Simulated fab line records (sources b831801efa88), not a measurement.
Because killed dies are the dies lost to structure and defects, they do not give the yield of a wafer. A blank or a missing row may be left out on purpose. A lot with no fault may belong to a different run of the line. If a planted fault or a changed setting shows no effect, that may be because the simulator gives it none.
Which tool did it? -- flow sky130 -- Sampling: 24 lots, 72 wafers, 5 of 708 route steps

== WHAT THE GAUGES SHOWED, per wafer ==
SKY_SD_P_CD_MEAS_07: the cd target is 380 nm.
lot,measured,on,cd_nm (nm)
L074,day 25 17:56,cd_sem-01,380.8 380.5 379.7
L075,day 26 08:10,cd_sem-01,379.2 383.8 384.9
L076,day 26 14:10,cd_sem-01,378.4 379.3 377.6
L077,day 27 09:10,cd_sem-01,382.6 379.4 380.7
L078,day 27 09:28,cd_sem-02,381.8 384.7 380.2
L079,day 27 22:58,cd_sem-02,382.7 384.6 384.5
L080,day 28 09:45,cd_sem-02,380.0 379.4 379.4
L081,day 28 18:42,cd_sem-02,380.2 381.5 379.8
L082,day 29 14:18,cd_sem-01,379.5 379.8 377.2
L083,day 29 21:13,cd_sem-01,384.7 383.2 383.4
L084,day 30 01:50,cd_sem-01,383.8 383.2 382.4
L086,day 30 05:04,cd_sem-01,385.3 382.1 385.2
L085,day 30 08:34,cd_sem-01,377.0 377.5 378.4
L087,day 30 18:31,cd_sem-01,386.2 383.4 385.6
L088,day 30 21:46,cd_sem-01,376.3 378.7 377.1
L089,day 31 08:12,cd_sem-01,375.6 375.0 377.4
L090,day 31 09:10,cd_sem-01,381.8 382.3 380.3
L091,day 31 20:24,cd_sem-02,379.5 379.7 380.3
L092,day 32 01:54,cd_sem-02,379.3 380.5 379.8
L093,day 32 08:26,cd_sem-02,377.1 378.1 376.9
L095,day 33 04:22,cd_sem-02,380.4 382.8 379.8
L094,day 33 07:50,cd_sem-01,376.5 377.2 378.9
L096,day 33 08:26,cd_sem-02,378.5 379.8 381.7
L097,day 33 12:54,cd_sem-02,376.3 378.3 377.2

SKY_VIA2_CD_MEAS_12: the cd target is 200 nm.
lot,measured,on,cd_nm (nm)
L074,day 36 16:14,cd_sem-01,200.7 199.3 199.2
L075,day 37 02:49,cd_sem-02,197.0 197.3 196.1
L076,day 37 09:52,cd_sem-02,198.3 198.4 199.1
L077,day 38 03:22,cd_sem-01,198.9 200.5 199.1
L078,day 38 03:47,cd_sem-02,201.1 200.4 200.8
L079,day 38 14:19,cd_sem-01,197.1 197.1 197.1
L080,day 39 02:47,cd_sem-01,201.7 201.6 201.7
L081,day 39 08:03,cd_sem-02,201.5 202.6 202.9
L082,day 40 03:38,cd_sem-02,200.3 200.9 201.7
L083,day 40 09:25,cd_sem-01,201.2 201.3 202.9
L084,day 40 11:46,cd_sem-02,200.1 200.8 201.7
L086,day 40 14:39,cd_sem-02,200.9 200.6 201.2
L085,day 40 15:10,cd_sem-02,199.5 199.5 199.4
L087,day 41 02:34,cd_sem-01,198.6 198.6 196.3
L088,day 41 05:24,cd_sem-02,199.1 198.6 199.4
L089,day 41 14:43,cd_sem-02,199.9 199.8 200.2
L090,day 41 15:01,cd_sem-01,199.8 199.4 200.4
L091,day 42 00:33,cd_sem-02,199.0 199.3 199.6
L092,day 42 05:22,cd_sem-01,198.4 199.5 199.9
L093,day 42 11:18,cd_sem-01,198.2 199.9 200.1
L095,day 43 04:26,cd_sem-01,201.6 201.5 201.0
L094,day 43 09:52,cd_sem-02,199.5 200.4 198.5
L096,day 43 12:16,cd_sem-01,199.7 200.4 201.0
L097,day 43 12:52,cd_sem-01,197.8 199.0 197.7

== WHICH TOOL RAN EACH LOT (tool, then ch and the chambers of the sampled wafers, then the start) ==
lot,SKY_LDD_N_STRIP_16,SKY_CONTACT_ETCH_17,SKY_VIA1_ETCH_15
L074,"plasma_asher-04 ch 0,1, day 17 23:43","rie_diel-01 ch 0,1,2, day 31 23:24","rie_diel-01 ch 0,3, day 34 08:44"
L075,"plasma_asher-02 ch 1, day 18 11:44","rie_diel-03 ch 0,2,3, day 32 09:32","rie_diel-01 ch 0,1,3, day 34 19:20"
L076,"plasma_asher-04 ch 0,1, day 18 18:49","rie_diel-03 ch 0,1,2, day 32 17:20","rie_diel-01 ch 0,3, day 35 02:37"
L077,"plasma_asher-02 ch 0,1, day 19 13:37","rie_diel-03 ch 0,1,3, day 33 10:30","rie_diel-02 ch 1,2,3, day 35 19:59"
L078,"plasma_asher-02 ch 0,1, day 19 14:07","rie_diel-04 ch 1,3, day 33 11:01","rie_diel-01 ch 0,2,3, day 35 20:18"
L079,"plasma_asher-03 ch 0,1, day 20 04:44","rie_diel-04 ch 0,1,2, day 33 22:17","rie_diel-01 ch 1,2,3, day 36 07:00"
L080,"plasma_asher-02 ch 1, day 20 16:49","rie_diel-04 ch 0,3, day 34 11:31","rie_diel-03 ch 1,3, day 36 19:46"
L081,"plasma_asher-03 ch 0,1, day 21 02:08","rie_diel-03 ch 1,2,3, day 34 16:56","rie_diel-03 ch 0,1,2, day 37 00:49"
L082,"plasma_asher-04 ch 0,1, day 22 00:16","rie_diel-01 ch 0,1,3, day 35 13:59","rie_diel-02 ch 0,1,2, day 37 21:36"
L083,"plasma_asher-04 ch 1, day 22 08:27","rie_diel-04 ch 0,1, day 35 18:30","rie_diel-02 ch 1,2,3, day 38 02:49"
L084,"plasma_asher-04 ch 0, day 22 13:04","rie_diel-01 ch 1,2, day 35 21:38","rie_diel-01 ch 0,2,3, day 38 05:39"
L086,"plasma_asher-04 ch 0,1, day 22 15:32","rie_diel-01 ch 0,1,3, day 36 02:35","rie_diel-01 ch 0,1,2, day 38 10:06"
L085,"plasma_asher-04 ch 0,1, day 22 20:19","rie_diel-04 ch 1,3, day 36 03:54","rie_diel-02 ch 0,1, day 38 10:55"
L087,"plasma_asher-03 ch 0,1, day 23 06:00","rie_diel-01 ch 2,3, day 36 15:10","rie_diel-03 ch 0,1,3, day 38 22:21"
L088,"plasma_asher-03 ch 0,1, day 23 12:03","rie_diel-03 ch 1,2,3, day 36 17:47","rie_diel-03 ch 0,1,2, day 39 00:27"
L089,"plasma_asher-02 ch 0,1, day 23 20:22","rie_diel-01 ch 0,1,2, day 37 04:03","rie_diel-01 ch 0,1,2, day 39 10:23"
L090,"plasma_asher-02 ch 0,1, day 23 22:18","rie_diel-03 ch 1,2, day 37 05:12","rie_diel-01 ch 1,2,3, day 39 11:33"
L091,"plasma_asher-03 ch 0, day 24 10:36","rie_diel-01 ch 2,3, day 37 14:27","rie_diel-02 ch 0,1,2, day 39 21:19"
L092,"plasma_asher-04 ch 0,1, day 24 20:22","rie_diel-01 ch 0,3, day 37 19:38","rie_diel-03 ch 1,2,3, day 40 01:52"
L093,"plasma_asher-04 ch 0,1, day 25 01:23","rie_diel-04 ch 0,3, day 38 02:05","rie_diel-01 ch 2,3, day 40 08:20"
L095,"plasma_asher-03 ch 0,1, day 26 01:11","rie_diel-01 ch 0,2,3, day 38 20:59","rie_diel-02 ch 0,1,3, day 41 02:01"
L094,"plasma_asher-03 ch 0,1, day 26 02:28","rie_diel-01 ch 1,2,3, day 39 02:02","rie_diel-01 ch 0,1,3, day 41 07:21"
L096,"plasma_asher-04 ch 0,1, day 26 03:22","rie_diel-03 ch 1,2,3, day 39 05:53","rie_diel-01 ch 1,2, day 41 08:58"
L097,"plasma_asher-02 ch 0,1, day 26 08:48","rie_diel-04 ch 0,2,3, day 39 06:04","rie_diel-01 ch 0,3, day 41 10:41"
- SKY_LDD_N_STRIP_16: strips in O2/N2.
- SKY_CONTACT_ETCH_17: etches SiO2 in C4F8/O2/Ar, stops on Si3N4, target depth 340 nm.
- SKY_VIA1_ETCH_15: etches SiO2 in C4F8/O2/Ar, stops on TiN, target depth 351 nm, time 54 s.

== WHAT THE TOOLS THEMSELVES READ (means of the sampled wafers that have a number; where no wafer has one, the mark that the record gives instead) ==
SKY_LDD_N_STRIP_16.
lot,tool,drypump_motor_current_A (A),n2_flow_sccm (sccm),oes_product_au (a.u.),strip_time_to_endpoint_s (s)
L074,plasma_asher-04,5.3,300.5,0.405,4.315
L075,plasma_asher-02,6.1,300.8,0.406,4.331
L076,plasma_asher-04,5.3,300.4,0.410,4.287
L077,plasma_asher-02,5.8,299.7,0.404,4.329
L078,plasma_asher-02,5.8,298.8,0.407,4.319
L079,plasma_asher-03,5.9,299.9,0.407,4.324
L080,plasma_asher-02,6.1,300.3,0.407,4.298
L081,plasma_asher-03,5.9,300.1,0.401,4.314
L082,plasma_asher-04,5.3,300.2,0.407,4.328
L083,plasma_asher-04,4.9,299.8,0.405,4.316
L084,plasma_asher-04,6.1,300.8,0.409,4.307
L086,plasma_asher-04,5.3,299.8,0.407,4.308
L085,plasma_asher-04,5.3,301.2,0.411,4.325
L087,plasma_asher-03,6.0,299.7,0.413,4.318
L088,plasma_asher-03,6.0,300.3,0.406,4.315
L089,plasma_asher-02,5.8,300.3,0.409,4.317
L090,plasma_asher-02,5.5,299.9,0.408,4.337
L091,plasma_asher-03,6.1,300.3,0.406,4.318
L092,plasma_asher-04,5.7,298.7,0.410,4.315
L093,plasma_asher-04,5.3,300.1,0.408,4.324
L095,plasma_asher-03,6.0,299.6,0.407,4.309
L094,plasma_asher-03,6.0,298.9,0.403,4.315
L096,plasma_asher-04,5.3,299.4,0.408,4.299
L097,plasma_asher-02,5.4,301.8,0.403,4.305

SKY_CONTACT_ETCH_17.
lot,tool,bias_w (W),oes_product_au (a.u.)
L074,rie_diel-01,1200,0.891
L075,rie_diel-03,1204,0.896
L076,rie_diel-03,1203,0.894
L077,rie_diel-03,1199,0.898
L078,rie_diel-04,1200,0.893
L079,rie_diel-04,1204,0.891
L080,rie_diel-04,1196,0.888
L081,rie_diel-03,1199,0.891
L082,rie_diel-01,1201,0.895
L083,rie_diel-04,1199,0.895
L084,rie_diel-01,1201,0.891
L086,rie_diel-01,1202,0.889
L085,rie_diel-04,1200,0.895
L087,rie_diel-01,1201,0.890
L088,rie_diel-03,1204,0.895
L089,rie_diel-01,1197,0.892
L090,rie_diel-03,1202,0.893
L091,rie_diel-01,1202,0.892
L092,rie_diel-01,1200,0.890
L093,rie_diel-04,1201,0.893
L095,rie_diel-01,1200,0.891
L094,rie_diel-01,1202,0.895
L096,rie_diel-03,1201,0.891
L097,rie_diel-04,1199,0.893

SKY_VIA1_ETCH_15.
lot,tool,bias_w (W),oes_product_au (a.u.)
L074,rie_diel-01,1197,0.977
L075,rie_diel-01,1201,0.984
L076,rie_diel-01,1203,0.982
L077,rie_diel-02,1201,0.981
L078,rie_diel-01,1199,0.981
L079,rie_diel-01,1201,0.979
L080,rie_diel-03,1206,0.980
L081,rie_diel-03,1199,0.980
L082,rie_diel-02,1198,0.976
L083,rie_diel-02,1201,0.980
L084,rie_diel-01,1200,0.987
L086,rie_diel-01,1201,0.985
L085,rie_diel-02,1199,0.974
L087,rie_diel-03,1197,0.981
L088,rie_diel-03,1201,0.981
L089,rie_diel-01,1200,0.979
L090,rie_diel-01,1202,0.980
L091,rie_diel-02,1199,0.978
L092,rie_diel-03,1202,0.981
L093,rie_diel-01,1201,0.975
L095,rie_diel-02,1202,0.982
L094,rie_diel-01,1204,0.984
L096,rie_diel-01,1201,0.983
L097,rie_diel-01,1201,0.981

== THE ANSWER, worked out from the rows above alone ==
Rule: the usual values come from the lots themselves. Put in order of their means at a reading, lots are off if they are a third of the lots or fewer, leave a main group of 4 or more, and stand apart from it by a gap of 3 or more times the standard deviation of the main group's means; of several such gaps the widest counts. A main group is skipped when, at the precision printed for the reading in the tables above, its means are all equal. Also off: a lot with no number at a reading for which 4 or more lots have one. All remaining lots with rows at the step are treated as sound. After the gauges, taken in route order, come the tools' own readings; for these a lot's mean is taken, as printed above. The first step at which some lot is off is used, and at that step the reading that is off furthest; a lot without a number counts as furthest.
Nothing can be told from this: no lot is off at any reading shown.

== WHAT WAS PUT IN BY THE SIMULATOR ==
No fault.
